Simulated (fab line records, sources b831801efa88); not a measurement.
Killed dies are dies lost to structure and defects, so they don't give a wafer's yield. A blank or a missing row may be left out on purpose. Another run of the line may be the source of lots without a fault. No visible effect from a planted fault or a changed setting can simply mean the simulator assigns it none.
What tool caused it? -- flow sky130 -- 36 wafers from 12 lots sampled at 5 of the route's 708 steps

== WHAT THE GAUGES READ, wafer by wafer ==
SKY_FIELD_ISO_BOW_MEAS_00.
lot,measured,on,INCOMING_BOW (um)
L966,day 1 10:01,filmMetro-04,6 3 0
L968,day 1 20:00,filmMetro-04,9 1 2
L970,day 2 06:00,filmMetro-01,-3 0 7
L971,day 2 11:00,filmMetro-04,5 7 9
L972,day 2 16:00,filmMetro-01,2 -2 5
L974,day 3 02:00,filmMetro-04,1 -12 2
L975,day 3 07:01,filmMetro-04,1 2 2
L977,day 3 17:00,filmMetro-04,0 3 5
L980,day 4 08:00,filmMetro-01,5 2 -10
L985,day 5 09:00,filmMetro-03,2 -14 8
L987,day 5 19:00,filmMetro-03,1 1 2
L988,day 6 00:01,filmMetro-01,2 2 -17

SKY_VT_ADJUST_HVTR_CD_MEAS_07: the cd target is 380 nm.
lot,measured,on,cdNm (nm)
L966,day 9 07:50,cdSem-01,382.7 382.5 384.3
L968,day 9 21:28,cdSem-02,381.1 382.5 382.5
L970,day 11 03:49,cdSem-02,379.4 378.8 378.9
L971,day 11 05:52,cdSem-02,377.9 377.5 377.8
L972,day 11 08:04,cdSem-02,378.1 375.1 375.2
L974,day 11 21:55,cdSem-01,383.3 382.2 380.7
L975,day 12 06:43,cdSem-02,378.4 377.1 377.5
L977,day 12 16:45,cdSem-01,374.3 376.8 374.9
L980,day 13 11:13,cdSem-01,380.0 377.4 379.7
L985,day 15 13:19,cdSem-02,387.4 390.1 390.7
L987,day 16 07:43,cdSem-01,390.4 387.1 389.8
L988,day 16 09:50,cdSem-02,383.6 384.4 384.0

SKY_VIA2_THK_MEAS_01.
lot,measured,on,VIA2_HDPCVD_THK (nm)
L966,day 34 17:52,filmMetro-01,1182 1175 1191
L968,day 35 11:58,filmMetro-01,1188 1197 1183
L970,day 36 18:28,filmMetro-04,1181 1201 1191
L971,day 37 03:33,filmMetro-04,1199 1200 1194
L972,day 37 08:13,filmMetro-03,1145 1162 1148
L974,day 37 13:58,filmMetro-03,1220 1199 1205
L975,day 37 23:47,filmMetro-03,1181 1160 1187
L977,day 38 19:21,filmMetro-04,1177 1183 1181
L980,day 39 07:37,filmMetro-04,1149 1178 1155
L985,day 41 08:48,filmMetro-01,1198 1192 1194
L987,day 41 20:54,filmMetro-03,1184 1189 1193
L988,day 42 02:27,filmMetro-04,1179 1184 1177

== EACH LOT AND THE TOOL THAT RAN IT (in order: tool; ch and the chambers of the sampled wafers; start) ==
lot,SKY_VT_ADJUST_HVTR_COAT_02,SKY_VT_ADJUST_HVTR_STRIP_10
L966,"lithoTrack-01 ch 0, day 8 21:34","plasmaAsher-02 ch 0,1, day 9 08:07"
L968,"lithoTrack-01 ch 0, day 9 10:30","plasmaAsher-02 ch 0,1, day 9 21:47"
L970,"lithoTrack-02 ch 0, day 10 16:19","plasmaAsher-03 ch 0,1, day 11 04:07"
L971,"lithoTrack-01 ch 0, day 10 18:27","plasmaAsher-02 ch 0,1, day 11 06:10"
L972,"lithoTrack-02 ch 0, day 10 20:31","plasmaAsher-02 ch 0,1, day 11 08:22"
L974,"lithoTrack-02 ch 0, day 11 09:31","plasmaAsher-04 ch 0,1, day 11 22:13"
L975,"lithoTrack-02 ch 0, day 11 18:12","plasmaAsher-04 ch 0,1, day 12 07:01"
L977,"lithoTrack-02 ch 0, day 12 05:13","plasmaAsher-02 ch 0,1, day 12 17:03"
L980,"lithoTrack-01 ch 0, day 12 23:24","plasmaAsher-04 ch 0, day 13 11:32"
L985,"lithoTrack-01 ch 0, day 14 23:21","plasmaAsher-04 ch 0, day 15 13:38"
L987,"lithoTrack-01 ch 0, day 15 17:21","plasmaAsher-04 ch 0,1, day 16 08:01"
L988,"lithoTrack-02 ch 0, day 15 19:27","plasmaAsher-02 ch 0,1, day 16 10:07"
- SKY_VT_ADJUST_HVTR_COAT_02: resist thk 1140 nm.
- SKY_VT_ADJUST_HVTR_STRIP_10: strips in O2/N2.

== WHAT THE TOOLS THEMSELVES READ (means of the sampled wafers that have a number; where no wafer has one, the mark that the record gives instead) ==
SKY_VT_ADJUST_HVTR_COAT_02.
lot,tool,spinSpeedRpm (rpm)
L966,lithoTrack-01,2998.7
L968,lithoTrack-01,3002.5
L970,lithoTrack-02,3000.0
L971,lithoTrack-01,3001.8
L972,lithoTrack-02,3000.1
L974,lithoTrack-02,2998.6
L975,lithoTrack-02,3000.6
L977,lithoTrack-02,3000.3
L980,lithoTrack-01,2999.1
L985,lithoTrack-01,3625.0
L987,lithoTrack-01,3622.2
L988,lithoTrack-02,3001.3

SKY_VT_ADJUST_HVTR_STRIP_10.
lot,tool,drypumpMotorCurrentA (A),oesProductAu (a.u.),stripTimeToEndpointS (s)
L966,plasmaAsher-02,6.1,0.717,14.14
L968,plasmaAsher-02,6.3,0.718,14.15
L970,plasmaAsher-03,5.3,0.712,14.19
L971,plasmaAsher-02,6.2,0.715,14.16
L972,plasmaAsher-02,6.3,0.715,14.21
L974,plasmaAsher-04,5.1,0.716,14.16
L975,plasmaAsher-04,5.1,0.718,14.18
L977,plasmaAsher-02,6.1,0.711,14.15
L980,plasmaAsher-04,4.7,0.712,14.18
L985,plasmaAsher-04,4.7,0.717,13.03
L987,plasmaAsher-04,5.4,0.711,12.99
L988,plasmaAsher-02,6.1,0.715,14.15

== THE ANSWER, worked out from the rows above alone ==
Rule: what is usual is taken from the lots themselves. Put in order of their means at a reading, lots are off if they are a third of the lots or fewer, leave a main group of 4 or more, and stand apart from it by a gap of 3 or more times the standard deviation of the main group's means; of several such gaps the widest counts. Not used: any main group whose means are identical at the precision the tables above print for the reading. Also off: a lot with no number at a reading for which 4 or more lots have one. Any other lot the step has rows for is counted as sound. First the gauges in route order, then the tools' own readings, where a lot's mean is used as printed above. The first step at which some lot is off is used, and at that step the reading that is off furthest; a lot without a number counts as furthest.
Off: L985, L987, at SKY_VT_ADJUST_HVTR_COAT_02 (spinSpeedRpm). Mean 3000.3 rpm and standard deviation 1.2 in the main group.
If a tool, at that step or one of the process steps before it, ran each lot that is off and ran no sound lot following the first of them, it fits. One fits: lithoTrack-01 at SKY_VT_ADJUST_HVTR_COAT_02. Its last sound lot is L980 (day 12 23:24), its first lot that is off L985 (day 14 23:21): a fault that began between those two fits.
On the lots that are off, the tool's own readings at SKY_VT_ADJUST_HVTR_COAT_02 differ by more than 5 times the standard deviation of the sound lots' means, which bears it out; spinSpeedRpm reads 3623.6 rpm there versus 3000.3 rpm on the sound lots.

== WHAT WAS PUT IN BY THE SIMULATOR ==
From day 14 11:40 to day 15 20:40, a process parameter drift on lithoTrack-01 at SKY_VT_ADJUST_HVTR_COAT_02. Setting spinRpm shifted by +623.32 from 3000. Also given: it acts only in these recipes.
Shown lots that were struck: L985, L987. The rule above reached the same finding.
